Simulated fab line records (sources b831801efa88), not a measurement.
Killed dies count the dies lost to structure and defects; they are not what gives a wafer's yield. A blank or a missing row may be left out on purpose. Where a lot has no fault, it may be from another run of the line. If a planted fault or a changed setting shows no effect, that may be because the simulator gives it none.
Which tool is to blame? | flow gf180mcu | at 1 step of a route of 602, 12 lots with 36 wafers sampled

== WHAT THE GAUGES SHOWED, per wafer ==
GF_V2_THK_MEAS_01.
lot  | measured     | on            | V2_CVD_00_THK (nm)
L075 | day 19 09:49 | film metro-04 | 602 611 610
L077 | day 20 04:34 | film metro-01 | 608 600 610
L079 | day 20 19:26 | film metro-03 | 617 613 609
L081 | day 22 05:35 | film metro-01 | 599 602 609
L083 | day 23 06:38 | film metro-01 | 616 597 594
L086 | day 24 01:37 | film metro-03 | 615 605 610
L088 | day 24 07:49 | film metro-03 | 608 602 597
L089 | day 25 00:50 | film metro-04 | 604 595 587
L091 | day 25 14:56 | film metro-03 | 591 604 586
L093 | day 25 22:56 | film metro-01 | 593 609 603
L095 | day 26 10:01 | film metro-01 | 613 597 603
L097 | day 27 03:14 | film metro-04 | 596 591 593

== WHICH TOOL RAN EACH LOT (tool, then ch and the chambers of the sampled wafers, then the start) ==
No process step before these readings appears in the record.

== THE ANSWER, worked out from the rows above alone ==
Rule: what is usual is taken from the lots themselves. The widest of any qualifying gaps counts: lots, ordered by their means at a reading, are off when they make up no more than a third of the lots, leave a main group of 4 or more, and stand apart from it by 3 or more times the standard deviation of that group's means. Not used: any main group whose means are identical at the precision the tables above print for the reading. A lot without any number at a reading at which 4 lots or more have one is off too. The other lots that the step has rows for count as sound.
No lot is off on any of the readings shown, so nothing can be concluded from this.

== WHAT THE SIMULATOR HAD INSERTED ==
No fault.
